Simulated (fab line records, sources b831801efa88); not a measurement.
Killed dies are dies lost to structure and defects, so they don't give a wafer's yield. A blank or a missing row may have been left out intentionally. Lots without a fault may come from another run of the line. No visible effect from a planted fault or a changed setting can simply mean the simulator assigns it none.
fab line records -- flow gf180mcu -- part 1 of 2: steps 1 to 24 of 34
record: lots: 5, wafers: 15, last_day: 33
route steps=602 shown V4@499 MIM@503 M5@526
lots that met no fault: from a run of the same line without faults
start_h: hours from the record's opening day to when the first of the lot's shown wafers began -- wait_h: hours from the lot's prior step to this one -- " repeats the value in the row above -- L1.1+2: several wafers, shown together as one row -- - either no value or no given start -- * or withheld: withheld -- < > ~ a bound
route shown NAME@n: names a module that has steps shown in the file, with the first one's number in the route -- usual: the fault-free wafers' mean and standard deviation -- same: alike in all rows -- chamber/n: place in a boat -- sites: per-site readings -- _std_site: standard deviation across them -- _edge_site: the outer-site mean with the inner-site mean subtracted -- radius_mm: for every site, how far away it sits from the centre of the wafer -- mask NAME#n: copy n -- behind: tool/chamber where the wafer was last shaped -- hold: the reason the lot was held/the length of the hold in hours/how it ended -- device: the transistor (n, p or np) that didn't switch -- end of line: the tests these same wafers got at the end of their route -- a step with no rows: only its recipe -- killed: the dies lost at the first sort to structure and to defects; this is not the yield of the wafer -- map: the dies of a wafer, with x for killed, . for not killed, _ for no die there
set.NAME: the run value of the setting; set.NAME@STEP: its run value at that earlier step -- model.NAME: the simulator's own value behind a step, which no gauge read
lots at selected steps of the route; one table per step, one row per wafer
services: a tool's chamber out of use, with start hour (start_h, from the record's first day; less than 0 if before it), hours out, and reason
== steps ==
step: GF_V4_CVD_23
recipe: material: W, target_thk_nm: 350, time_s: 104.9, temp_c: 400, pressure_torr: 40
usual: heater_power_w: 913/74
lot.wafer,tool,chamber,start_h,wait_h,heater_power_w
L076.3,cvd_w-02,0,578.62,0.1,851
L076.4,cvd_w-02,1,578.62,0.1,823
L076.5,cvd_w-02,0,578.62,0.1,884
L077.3,cvd_w-01,0,593.77,0.1,961
L077.5,cvd_w-01,0,593.77,0.1,930
L077.6,cvd_w-01,1,593.77,0.1,1010
L078.2,cvd_w-02,1,599.55,0.0,810
L078.3,cvd_w-02,0,599.55,0.0,892
L078.4,cvd_w-02,1,599.55,0.0,803
L089.3,cvd_w-01,0,675.57,0.1,966
L089.4,cvd_w-01,1,675.57,0.1,1027
L089.6,cvd_w-01,0,675.57,0.1,934
L093.3,cvd_w-02,1,708.73,0.1,807
L093.4,cvd_w-02,0,708.73,0.1,895
L093.5,cvd_w-02,0,708.73,0.1,880
step: GF_V4_RS_MEAS_24
recipe: thk_meas_gauge: four-point-probe, reads: W_of_V4_CVD_23+TiN_of_V4_SPUTTER_22+Ti_of_V4_SPUTTER_21
usual: V4_W_RS: 0.3271/0.003
lot.wafer,tool,chamber,start_h,wait_h,V4_W_RS[ohm/sq]
L076.3,film_metro-02,-,578.74,0.1,0.3265
L076.4,film_metro-02,-,578.74,0.1,0.3294
L076.5,film_metro-02,-,578.74,0.1,0.3276
L077.3,film_metro-01,-,593.89,0.1,0.3293
L077.5,film_metro-01,-,593.89,0.1,0.3301
L077.6,film_metro-01,-,593.89,0.1,0.3309
L078.2,film_metro-01,-,599.68,0.1,0.3244
L078.3,film_metro-01,-,599.68,0.1,0.3267
L078.4,film_metro-01,-,599.68,0.1,0.3260
L089.3,film_metro-01,-,675.69,0.1,0.3237
L089.4,film_metro-01,-,675.69,0.1,0.3256
L089.6,film_metro-01,-,675.69,0.1,0.3285
L093.3,film_metro-01,-,708.85,0.1,0.3280
L093.4,film_metro-01,-,708.85,0.1,0.3312
L093.5,film_metro-01,-,708.85,0.1,0.3276
step: GF_V4_THK_MEAS_25
recipe: thk_meas_gauge: xrf, reads: W_of_V4_CVD_23
usual: V4_W_THK: 354/4.3
lot.wafer,tool,chamber,start_h,wait_h,V4_W_THK[nm]
L076.3,film_metro-02,-,578.84,0.1,353
L076.4,film_metro-02,-,578.84,0.1,350
L076.5,film_metro-02,-,578.84,0.1,350
L077.3,film_metro-01,-,593.99,0.1,352
L077.5,film_metro-01,-,593.99,0.1,351
L077.6,film_metro-01,-,593.99,0.1,350
L078.2,film_metro-01,-,599.79,0.1,358
L078.3,film_metro-01,-,599.79,0.1,356
L078.4,film_metro-01,-,599.79,0.1,356
L089.3,film_metro-01,-,675.79,0.1,360
L089.4,film_metro-01,-,675.79,0.1,357
L089.6,film_metro-01,-,675.79,0.1,354
L093.3,film_metro-01,-,708.95,0.1,356
L093.4,film_metro-01,-,708.95,0.1,353
L093.5,film_metro-01,-,708.95,0.1,357
step: GF_V4_CMP_26
recipe: stop_on: SiO2, down_force_psi: 3.5, platen_rpm: 60, t_overpolish_s: 15, target_thk_nm: 0, pad_velocity_m_s: 0.94248
usual: motor_current_A: 11.2/1.2, overpolish_run_s: 15.002/0.0097, time_to_endpoint_s: 86.3/2.9
lot.wafer,tool,chamber,start_h,wait_h,motor_current_A,overpolish_run_s,time_to_endpoint_s
L076.3,cmp-02,0,578.98,0.1,11.4,15.002,82.7
L076.4,cmp-02,1,578.98,0.1,12.3,15.005,86.9
L076.5,cmp-02,3,578.98,0.1,9.7,15.005,85.4
L077.3,cmp-02,3,594.18,0.2,9.7,15.004,88.6
L077.6,cmp-02,0,594.18,0.2,12.2,14.986,85.9
L077.5,cmp-02,1,594.18,0.2,11.9,15.009,88.7
L078.2,cmp-02,0,599.84,0.0,11.9,15.011,82.6
L078.4,cmp-02,1,599.84,0.0,11.7,14.991,86.3
L078.3,cmp-02,2,599.84,0.0,10.8,14.984,85.9
L089.3,cmp-01,3,675.83,0.0,12.2,15.006,86.9
L089.4,cmp-01,1,675.83,0.0,8.9,14.998,87.8
L089.6,cmp-01,3,675.83,0.0,12.1,15.001,86.3
L093.3,cmp-01,2,709.04,0.1,12.6,14.996,87.9
L093.4,cmp-01,0,709.04,0.1,12.3,14.985,92.4
L093.5,cmp-01,2,709.04,0.1,12.7,14.972,89.6
step: GF_MIM_SPUTTER_00
recipe: material: Ti, target_thk_nm: 37.5, arriving_ion_energy_ev: 80, substrate_temp_c: 200, chamber_pressure_pa: 2, power_w: 4000, time_s: 150
usual: throttle_valve_pct: 30.2/0.76
lot.wafer,tool,chamber,start_h,wait_h,throttle_valve_pct
L076.3,pvd_sputter-02,-,579.18,0.1,30.7
L076.4,pvd_sputter-02,-,579.18,0.1,30.5
L076.5,pvd_sputter-02,-,579.18,0.1,29.4
L077.3,pvd_sputter-01,-,594.33,0.1,29.2
L077.5,pvd_sputter-01,-,594.33,0.1,30.1
L077.6,pvd_sputter-01,-,594.33,0.1,30.4
L078.2,pvd_sputter-02,-,600.14,0.2,29.4
L078.3,pvd_sputter-02,-,600.14,0.2,30.8
L078.4,pvd_sputter-02,-,600.14,0.2,30.3
L089.3,pvd_sputter-03,-,676.13,0.2,29.8
L089.4,pvd_sputter-03,-,676.13,0.2,31.4
L089.6,pvd_sputter-03,-,676.13,0.2,31.5
L093.3,pvd_sputter-01,-,709.29,0.2,30.4
L093.4,pvd_sputter-01,-,709.29,0.2,29.1
L093.5,pvd_sputter-01,-,709.29,0.2,28.7
step: GF_MIM_SPUTTER_01
recipe: material: TiN, target_thk_nm: 30, power_w: 6500, time_s: 25, chamber_pressure_pa: 0.4
usual: throttle_valve_pct: 30.2/0.77
lot.wafer,tool,chamber,start_h,wait_h,throttle_valve_pct
L076.3,pvd_sputter-02,-,579.28,0.1,30.5
L076.4,pvd_sputter-02,-,579.28,0.1,30.4
L076.5,pvd_sputter-02,-,579.28,0.1,29.3
L077.3,pvd_sputter-01,-,594.43,0.1,28.8
L077.5,pvd_sputter-01,-,594.43,0.1,30.3
L077.6,pvd_sputter-01,-,594.43,0.1,30.5
L078.2,pvd_sputter-02,-,600.24,0.1,29.6
L078.3,pvd_sputter-02,-,600.24,0.1,30.7
L078.4,pvd_sputter-02,-,600.24,0.1,29.9
L089.3,pvd_sputter-03,-,676.23,0.1,29.8
L089.4,pvd_sputter-03,-,676.23,0.1,31.4
L089.6,pvd_sputter-03,-,676.23,0.1,31.4
L093.3,pvd_sputter-01,-,709.39,0.1,30.3
L093.4,pvd_sputter-01,-,709.39,0.1,29.0
L093.5,pvd_sputter-01,-,709.39,0.1,28.9
step: GF_MIM_SPUTTER_02
recipe: material: AlCu, target_thk_nm: 450, power_w: 10600, time_s: 23.9, chamber_pressure_pa: 0.4
usual: throttle_valve_pct: 30.2/0.77
lot.wafer,tool,chamber,start_h,wait_h,throttle_valve_pct
L076.3,pvd_sputter-02,-,579.31,0.0,30.9
L076.4,pvd_sputter-02,-,579.31,0.0,30.7
L076.5,pvd_sputter-02,-,579.31,0.0,29.5
L077.3,pvd_sputter-01,-,594.46,0.0,28.7
L077.5,pvd_sputter-01,-,594.46,0.0,30.1
L077.6,pvd_sputter-01,-,594.46,0.0,30.8
L078.2,pvd_sputter-02,-,600.27,0.0,29.3
L078.3,pvd_sputter-02,-,600.27,0.0,30.4
L078.4,pvd_sputter-02,-,600.27,0.0,29.9
L089.3,pvd_sputter-03,-,676.26,0.0,30.0
L089.4,pvd_sputter-03,-,676.26,0.0,31.2
L089.6,pvd_sputter-03,-,676.26,0.0,31.3
L093.3,pvd_sputter-01,-,709.42,0.0,30.5
L093.4,pvd_sputter-01,-,709.42,0.0,28.8
L093.5,pvd_sputter-01,-,709.42,0.0,28.9
step: GF_MIM_SPUTTER_03
recipe: material: Ti, target_thk_nm: 10, substrate_temp_c: 300, chamber_pressure_pa: 0.3, power_w: 3000, time_s: 6.7
usual: throttle_valve_pct: 30.2/0.78
lot.wafer,tool,chamber,start_h,wait_h,throttle_valve_pct
L076.3,pvd_sputter-02,-,579.34,0.0,30.7
L076.4,pvd_sputter-02,-,579.34,0.0,30.6
L076.5,pvd_sputter-02,-,579.34,0.0,29.1
L077.3,pvd_sputter-01,-,594.49,0.0,28.8
L077.5,pvd_sputter-01,-,594.49,0.0,30.2
L077.6,pvd_sputter-01,-,594.49,0.0,30.5
L078.2,pvd_sputter-02,-,600.30,0.0,29.3
L078.3,pvd_sputter-02,-,600.30,0.0,30.6
L078.4,pvd_sputter-02,-,600.30,0.0,29.7
L089.3,pvd_sputter-03,-,676.29,0.0,30.0
L089.4,pvd_sputter-03,-,676.29,0.0,31.3
L089.6,pvd_sputter-03,-,676.29,0.0,31.3
L093.3,pvd_sputter-01,-,709.45,0.0,30.6
L093.4,pvd_sputter-01,-,709.45,0.0,29.1
L093.5,pvd_sputter-01,-,709.45,0.0,29.1
step: GF_MIM_SPUTTER_04
recipe: material: TiN, target_thk_nm: 50, power_w: 6500, time_s: 41.7, chamber_pressure_pa: 0.4
usual: throttle_valve_pct: 30.2/0.76
lot.wafer,tool,chamber,start_h,wait_h,throttle_valve_pct
L076.3,pvd_sputter-02,-,579.36,0.0,30.7
L076.4,pvd_sputter-02,-,579.36,0.0,30.8
L076.5,pvd_sputter-02,-,579.36,0.0,29.4
L077.3,pvd_sputter-01,-,594.51,0.0,29.0
L077.5,pvd_sputter-01,-,594.51,0.0,30.2
L077.6,pvd_sputter-01,-,594.51,0.0,30.4
L078.2,pvd_sputter-02,-,600.32,0.0,29.4
L078.3,pvd_sputter-02,-,600.32,0.0,30.8
L078.4,pvd_sputter-02,-,600.32,0.0,29.9
L089.3,pvd_sputter-03,-,676.31,0.0,30.0
L089.4,pvd_sputter-03,-,676.31,0.0,31.1
L089.6,pvd_sputter-03,-,676.31,0.0,31.3
L093.3,pvd_sputter-01,-,709.47,0.0,30.2
L093.4,pvd_sputter-01,-,709.47,0.0,28.8
L093.5,pvd_sputter-01,-,709.47,0.0,29.0
step: GF_MIM_CVD_05
recipe: material: Si3N4, target_thk_nm: 42, temp_max_c: 400, temp_c: 385, time_s: 29.086, rf_w: 450
usual: heater_power_w: 612/74
lot.wafer,tool,chamber,start_h,wait_h,heater_power_w
L076.3,pecvd-04,2,579.40,0.0,644
L076.4,pecvd-04,1,579.40,0.0,540
L076.5,pecvd-04,0,579.40,0.0,544
L077.3,pecvd-04,1,594.56,0.0,571
L077.5,pecvd-04,2,594.56,0.0,610
L077.6,pecvd-04,1,594.56,0.0,574
L078.2,pecvd-03,2,600.36,0.0,599
L078.3,pecvd-03,0,600.36,0.0,638
L078.4,pecvd-03,2,600.36,0.0,595
L089.3,pecvd-02,0,676.35,0.0,561
L089.4,pecvd-02,1,676.35,0.0,624
L089.6,pecvd-02,0,676.35,0.0,562
L093.3,pecvd-02,2,709.51,0.0,516
L093.4,pecvd-02,1,709.51,0.0,580
L093.5,pecvd-02,0,709.51,0.0,510
step: GF_MIM_THK_MEAS_06
recipe: reads: Si3N4_of_MIM_CVD_05
usual: MIM_CVD_05_THK: 42.1/0.55
lot.wafer,tool,chamber,start_h,wait_h,MIM_CVD_05_THK[nm]
L076.3,film_metro-03,-,579.45,0.0,41.0
L076.4,film_metro-03,-,579.45,0.0,41.3
L076.5,film_metro-03,-,579.45,0.0,42.0
L077.3,film_metro-04,-,594.61,0.0,42.2
L077.5,film_metro-04,-,594.61,0.0,42.5
L077.6,film_metro-04,-,594.61,0.0,42.8
L078.2,film_metro-03,-,600.40,0.0,41.0
L078.3,film_metro-03,-,600.40,0.0,41.7
L078.4,film_metro-03,-,600.40,0.0,42.2
L089.3,film_metro-03,-,676.40,0.0,42.6
L089.4,film_metro-03,-,676.40,0.0,42.7
L089.6,film_metro-03,-,676.40,0.0,42.6
L093.3,film_metro-01,-,709.56,0.0,42.7
L093.4,film_metro-01,-,709.56,0.0,43.2
L093.5,film_metro-01,-,709.56,0.0,43.6
step: GF_MIM_SPUTTER_07
recipe: material: TiN, target_thk_nm: 60, power_w: 6500, time_s: 50, chamber_pressure_pa: 0.4
usual: throttle_valve_pct: 30.2/0.77
lot.wafer,tool,chamber,start_h,wait_h,throttle_valve_pct
L076.3,pvd_sputter-01,-,579.49,0.0,28.9
L076.4,pvd_sputter-01,-,579.49,0.0,30.2
L076.5,pvd_sputter-01,-,579.49,0.0,28.8
L077.3,pvd_sputter-02,-,594.65,0.0,29.3
L077.5,pvd_sputter-02,-,594.65,0.0,30.2
L077.6,pvd_sputter-02,-,594.65,0.0,29.2
L078.2,pvd_sputter-01,-,600.45,0.0,30.4
L078.3,pvd_sputter-01,-,600.45,0.0,30.4
L078.4,pvd_sputter-01,-,600.45,0.0,29.6
L089.3,pvd_sputter-01,-,676.44,0.0,30.3
L089.4,pvd_sputter-01,-,676.44,0.0,30.3
L089.6,pvd_sputter-01,-,676.44,0.0,29.6
L093.3,pvd_sputter-02,-,709.60,0.0,30.7
L093.4,pvd_sputter-02,-,709.60,0.0,30.2
L093.5,pvd_sputter-02,-,709.60,0.0,29.9
step: GF_MIM_SPUTTER_08
recipe: material: AlCu, target_thk_nm: 200, power_w: 10600, time_s: 10.6, chamber_pressure_pa: 0.4
usual: throttle_valve_pct: 30.2/0.77
lot.wafer,tool,chamber,start_h,wait_h,throttle_valve_pct
L076.3,pvd_sputter-01,-,579.54,0.0,28.9
L076.4,pvd_sputter-01,-,579.54,0.0,30.5
L076.5,pvd_sputter-01,-,579.54,0.0,28.8
L077.3,pvd_sputter-02,-,594.69,0.0,29.7
L077.5,pvd_sputter-02,-,594.69,0.0,30.3
L077.6,pvd_sputter-02,-,594.69,0.0,29.4
L078.2,pvd_sputter-01,-,600.50,0.0,30.8
L078.3,pvd_sputter-01,-,600.50,0.0,30.3
L078.4,pvd_sputter-01,-,600.50,0.0,29.5
L089.3,pvd_sputter-01,-,676.49,0.0,30.4
L089.4,pvd_sputter-01,-,676.49,0.0,30.2
L089.6,pvd_sputter-01,-,676.49,0.0,29.3
L093.3,pvd_sputter-02,-,709.65,0.0,30.4
L093.4,pvd_sputter-02,-,709.65,0.0,30.1
L093.5,pvd_sputter-02,-,709.65,0.0,30.0
step: GF_MIM_SPUTTER_09
recipe: material: TiN, target_thk_nm: 35, power_w: 6500, time_s: 30.27, chamber_pressure_pa: 0.4
usual: throttle_valve_pct: 30.2/0.77
lot.wafer,tool,chamber,start_h,wait_h,throttle_valve_pct
L076.3,pvd_sputter-01,-,579.56,0.0,29.2
L076.4,pvd_sputter-01,-,579.56,0.0,30.3
L076.5,pvd_sputter-01,-,579.56,0.0,29.1
L077.3,pvd_sputter-02,-,594.72,0.0,29.4
L077.5,pvd_sputter-02,-,594.72,0.0,30.1
L077.6,pvd_sputter-02,-,594.72,0.0,29.3
L078.2,pvd_sputter-01,-,600.52,0.0,30.2
L078.3,pvd_sputter-01,-,600.52,0.0,30.2
L078.4,pvd_sputter-01,-,600.52,0.0,29.7
L089.3,pvd_sputter-01,-,676.51,0.0,30.4
L089.4,pvd_sputter-01,-,676.51,0.0,30.1
L089.6,pvd_sputter-01,-,676.51,0.0,29.4
L093.3,pvd_sputter-02,-,709.67,0.0,30.5
L093.4,pvd_sputter-02,-,709.67,0.0,30.4
L093.5,pvd_sputter-02,-,709.67,0.0,29.8
step: GF_MIM_RS_MEAS_10
recipe: thk_meas_gauge: four-point-probe, reads: TiN_of_MIM_SPUTTER_09+AlCu_of_MIM_SPUTTER_08+TiN_of_MIM_SPUTTER_07
usual: MIM_ALCU_RS: 0.1608/0.0016
lot.wafer,tool,chamber,start_h,wait_h,MIM_ALCU_RS[ohm/sq]
L076.3,film_metro-03,-,579.63,0.1,0.1613
L076.4,film_metro-03,-,579.63,0.1,0.1613
L076.5,film_metro-03,-,579.63,0.1,0.1617
L077.3,film_metro-04,-,594.79,0.1,0.1578
L077.5,film_metro-04,-,594.79,0.1,0.1592
L077.6,film_metro-04,-,594.79,0.1,0.1573
L078.2,film_metro-01,-,600.57,0.0,0.1625
L078.3,film_metro-01,-,600.57,0.0,0.1602
L078.4,film_metro-01,-,600.57,0.0,0.1598
L089.3,film_metro-03,-,676.58,0.1,0.1611
L089.4,film_metro-03,-,676.58,0.1,0.1629
L089.6,film_metro-03,-,676.58,0.1,0.1605
L093.3,film_metro-03,-,709.74,0.1,0.1625
L093.4,film_metro-03,-,709.74,0.1,0.1615
L093.5,film_metro-03,-,709.74,0.1,0.1621
step: GF_MIM_THK_MEAS_11
recipe: thk_meas_gauge: xrf, reads: AlCu_of_MIM_SPUTTER_08
usual: MIM_ALCU_THK: 195.2/2.4
lot.wafer,tool,chamber,start_h,wait_h,MIM_ALCU_THK[nm]
L076.3,film_metro-03,-,579.73,0.1,191.8
L076.4,film_metro-03,-,579.73,0.1,192.3
L076.5,film_metro-03,-,579.73,0.1,192.1
L077.3,film_metro-04,-,594.89,0.1,199.6
L077.5,film_metro-04,-,594.89,0.1,197.8
L077.6,film_metro-04,-,594.89,0.1,200.7
L078.2,film_metro-01,-,600.68,0.1,194.3
L078.3,film_metro-01,-,600.68,0.1,197.3
L078.4,film_metro-01,-,600.68,0.1,196.4
L089.3,film_metro-03,-,676.68,0.1,195.1
L089.4,film_metro-03,-,676.68,0.1,193.3
L089.6,film_metro-03,-,676.68,0.1,195.5
L093.3,film_metro-03,-,709.84,0.1,192.1
L093.4,film_metro-03,-,709.84,0.1,191.9
L093.5,film_metro-03,-,709.84,0.1,192.2
step: GF_MIM_DEHYDRATE_12
recipe: temp_c: 200, time_s: 60
usual: chill_plate_temp_C: 22.99/0.11, exhaust_pa: 45.0/0.86
lot.wafer,tool,chamber,start_h,wait_h,chill_plate_temp_C,exhaust_pa
L076.3,litho_track-02,0,589.78,10.0,23.10,46.0
L076.4,litho_track-02,0,589.78,10.0,23.34,45.1
L076.5,litho_track-02,0,589.78,10.0,23.05,45.3
L077.3,litho_track-03,0,604.37,9.5,22.97,44.8
L077.5,litho_track-03,0,604.37,9.5,23.13,45.4
L077.6,litho_track-03,0,604.37,9.5,22.98,45.6
L078.2,litho_track-04,0,610.23,9.5,22.89,45.9
L078.3,litho_track-04,0,610.23,9.5,22.98,45.0
L078.4,litho_track-04,0,610.23,9.5,22.90,46.7
L089.3,litho_track-02,0,686.23,9.5,22.97,44.1
L089.4,litho_track-02,0,686.23,9.5,23.03,45.0
L089.6,litho_track-02,0,686.23,9.5,22.95,45.4
L093.3,litho_track-04,0,717.05,7.2,22.98,43.2
L093.4,litho_track-04,0,717.05,7.2,22.83,43.5
L093.5,litho_track-04,0,717.05,7.2,22.87,44.1
step: GF_MIM_HMDS_13
recipe: prime_time_s: 60, prime_temp_c: 120
usual: chill_plate_temp_C: 23.00/0.11, exhaust_pa: 45.0/0.91
same: prime_time_s: 60
lot.wafer,tool,chamber,start_h,wait_h,chill_plate_temp_C,exhaust_pa
L076.3,litho_track-02,0,589.93,0.1,22.90,43.9
L076.4,litho_track-02,0,589.93,0.1,22.84,43.6
L076.5,litho_track-02,0,589.93,0.1,23.04,46.0
L077.3,litho_track-03,0,604.52,0.1,22.95,45.0
L077.5,litho_track-03,0,604.52,0.1,22.96,45.3
L077.6,litho_track-03,0,604.52,0.1,22.90,46.0
L078.2,litho_track-04,0,610.38,0.1,22.81,45.4
L078.3,litho_track-04,0,610.38,0.1,23.00,44.8
L078.4,litho_track-04,0,610.38,0.1,22.94,44.0
L089.3,litho_track-02,0,686.38,0.1,22.94,44.6
L089.4,litho_track-02,0,686.38,0.1,23.01,44.5
L089.6,litho_track-02,0,686.38,0.1,22.87,44.5
L093.3,litho_track-04,0,717.20,0.1,23.04,45.5
L093.4,litho_track-04,0,717.20,0.1,23.40,46.6
L093.5,litho_track-04,0,717.20,0.1,22.98,44.5
step: GF_MIM_COAT_14
recipe: resist: NOVOLAK, spin_rpm: 3000, resist_thk_nm: 1000
usual: chill_plate_temp_C: 23.01/0.12, exhaust_pa: 45.1/0.89
lot.wafer,tool,chamber,start_h,wait_h,chill_plate_temp_C,exhaust_pa
L076.3,litho_track-02,0,590.08,0.1,22.96,45.7
L076.4,litho_track-02,0,590.08,0.1,22.86,45.8
L076.5,litho_track-02,0,590.08,0.1,22.89,46.4
L077.3,litho_track-03,0,604.67,0.1,22.92,43.5
L077.5,litho_track-03,0,604.67,0.1,23.15,44.5
L077.6,litho_track-03,0,604.67,0.1,23.09,44.4
L078.2,litho_track-04,0,610.53,0.1,22.94,44.7
L078.3,litho_track-04,0,610.53,0.1,22.83,45.9
L078.4,litho_track-04,0,610.53,0.1,22.87,44.7
L089.3,litho_track-02,0,686.53,0.1,23.00,45.8
L089.4,litho_track-02,0,686.53,0.1,22.94,46.1
L089.6,litho_track-02,0,686.53,0.1,23.00,46.1
L093.3,litho_track-04,0,717.35,0.1,22.93,44.7
L093.4,litho_track-04,0,717.35,0.1,23.00,45.2
L093.5,litho_track-04,0,717.35,0.1,23.01,45.5
step: GF_MIM_SOFTBAKE_15
recipe: temp_c: 90, time_s: 60, resist: NOVOLAK
usual: chill_plate_temp_C: 23.02/0.11, exhaust_pa: 44.9/0.96
lot.wafer,tool,chamber,start_h,wait_h,chill_plate_temp_C,exhaust_pa
L076.3,litho_track-02,0,590.23,0.1,23.06,45.5
L076.4,litho_track-02,0,590.23,0.1,22.85,44.7
L076.5,litho_track-02,0,590.23,0.1,22.87,45.4
L077.3,litho_track-03,0,604.82,0.1,23.27,45.7
L077.5,litho_track-03,0,604.82,0.1,23.05,46.1
L077.6,litho_track-03,0,604.82,0.1,23.02,46.5
L078.2,litho_track-04,0,610.68,0.1,22.95,44.0
L078.3,litho_track-04,0,610.68,0.1,22.95,45.7
L078.4,litho_track-04,0,610.68,0.1,22.86,45.2
L089.3,litho_track-02,0,686.68,0.1,23.03,44.4
L089.4,litho_track-02,0,686.68,0.1,23.06,44.5
L089.6,litho_track-02,0,686.68,0.1,23.13,45.0
L093.3,litho_track-04,0,717.50,0.1,22.94,43.7
L093.4,litho_track-04,0,717.50,0.1,22.83,45.8
L093.5,litho_track-04,0,717.50,0.1,22.95,43.7
step: GF_MIM_EXPOSE_16
recipe: mask_id: FuseTop, target_cd_nm: 2000, na: 0.6, source_shape: conventional, sigma_outer: 0.6, dose_mj: 140
lot.wafer,tool,chamber,start_h,wait_h,mask
L076.3+4+5,iline_stepper-01,0,-,-,FuseTop#0
L077.3+5+6,iline_stepper-02,0,-,-,FuseTop#0
L078.2+3+4,iline_stepper-02,0,-,-,FuseTop#0
L089.3+4+6,iline_stepper-02,0,-,-,FuseTop#0
L093.3+4+5,iline_stepper-02,0,-,-,FuseTop#0
step: GF_MIM_PEB_17
recipe: temp_c: withheld, time_s: *, resist: NOVOLAK
usual: chill_plate_temp_C: *, exhaust_pa: 45.1/0.84
lot.wafer,tool,chamber,start_h,wait_h,chill_plate_temp_C,exhaust_pa
L076.3,litho_track-04,0,-,-,*,45.4
L076.4,litho_track-04,0,-,-,*,47.1
L076.5,litho_track-04,0,-,-,*,47.0
L077.3,litho_track-02,0,-,-,*,44.8
L077.5,litho_track-02,0,-,-,*,44.4
L077.6,litho_track-02,0,-,-,*,44.5
L078.2,litho_track-04,0,-,-,*,43.7
L078.3,litho_track-04,0,-,-,*,44.9
L078.4,litho_track-04,0,-,-,*,45.0
L089.3,litho_track-03,0,-,-,*,44.9
L089.4,litho_track-03,0,-,-,*,45.9
L089.6,litho_track-03,0,-,-,*,44.9
L093.3,litho_track-04,0,-,-,*,45.4
L093.4,litho_track-04,0,-,-,*,43.8
L093.5,litho_track-04,0,-,-,*,44.8
step: GF_MIM_DEVELOP_18
recipe: develop_time_s: 60, dev_temp_c: 23
usual: chill_plate_temp_C: 23.02/0.12, exhaust_pa: 45.1/0.83
lot.wafer,tool,chamber,start_h,wait_h,chill_plate_temp_C,exhaust_pa
L076.3,litho_track-04,0,600.75,0.1,22.92,45.2
L076.4,litho_track-04,0,600.75,0.1,23.05,45.6
L076.5,litho_track-04,0,600.75,0.1,22.96,45.4
L077.3,litho_track-02,0,615.13,0.1,23.15,44.9
L077.5,litho_track-02,0,615.13,0.1,23.26,46.3
L077.6,litho_track-02,0,615.13,0.1,23.17,44.6
L078.2,litho_track-04,0,620.68,0.1,23.15,45.5
L078.3,litho_track-04,0,620.68,0.1,23.12,46.6
L078.4,litho_track-04,0,620.68,0.1,23.06,45.1
L089.3,litho_track-03,0,695.32,0.1,23.05,43.5
L089.4,litho_track-03,0,695.32,0.1,23.06,44.0
L089.6,litho_track-03,0,695.32,0.1,23.16,43.7
L093.3,litho_track-04,0,727.00,0.1,22.95,44.8
L093.4,litho_track-04,0,727.00,0.1,23.04,44.2
L093.5,litho_track-04,0,727.00,0.1,23.04,44.0
step: GF_MIM_METAL_ETCH_19
recipe: chemistry: Cl2/BCl3, mask_material: NOVOLAK, stop_on: Si3N4, target_depth_nm: 324.5, pressure_mtorr: 8, icp_w: 800, bias_w: 140, Cl2_flow_sccm: 80, bcl3_flow_sccm: 40, time_s: 54.1
usual: drypump_motor_current_A: 5.67/0.14, oes_product_au: 0.943/0.006, throttle_valve_pct: 28.282/0.01
lot.wafer,tool,chamber,start_h,wait_h,drypump_motor_current_A,oes_product_au,rf_hours_counter_h,throttle_valve_pct
L076.3,rie_metal-04,0,600.88,0.1,5.82,0.947,-,28.273
L076.4,rie_metal-04,1,600.88,0.1,5.59,0.936,-,28.288
L076.5,rie_metal-04,1,600.88,0.1,5.62,0.935,-,28.282
L077.3,rie_metal-03,1,615.26,0.1,5.37,0.950,-,28.269
L077.5,rie_metal-03,1,615.26,0.1,5.39,0.947,-,28.272
L077.6,rie_metal-03,0,615.26,0.1,5.62,0.948,-,28.279
L078.2,rie_metal-04,1,620.80,0.1,5.66,0.938,12,28.300
L078.3,rie_metal-04,1,620.80,0.1,5.65,0.944,-,28.279
L078.4,rie_metal-04,0,620.80,0.1,5.80,0.952,-,28.268
L089.3,rie_metal-02,0,695.46,0.1,5.74,0.936,-,28.287
L089.4,rie_metal-02,0,695.46,0.1,5.73,0.932,-,28.271
L089.6,rie_metal-02,0,695.46,0.1,5.74,0.941,-,28.293
L093.3,rie_metal-04,0,727.15,0.1,5.90,0.942,-,28.301
L093.4,rie_metal-04,0,727.15,0.1,5.87,0.935,-,28.281
L093.5,rie_metal-04,0,727.15,0.1,5.83,0.944,-,28.283
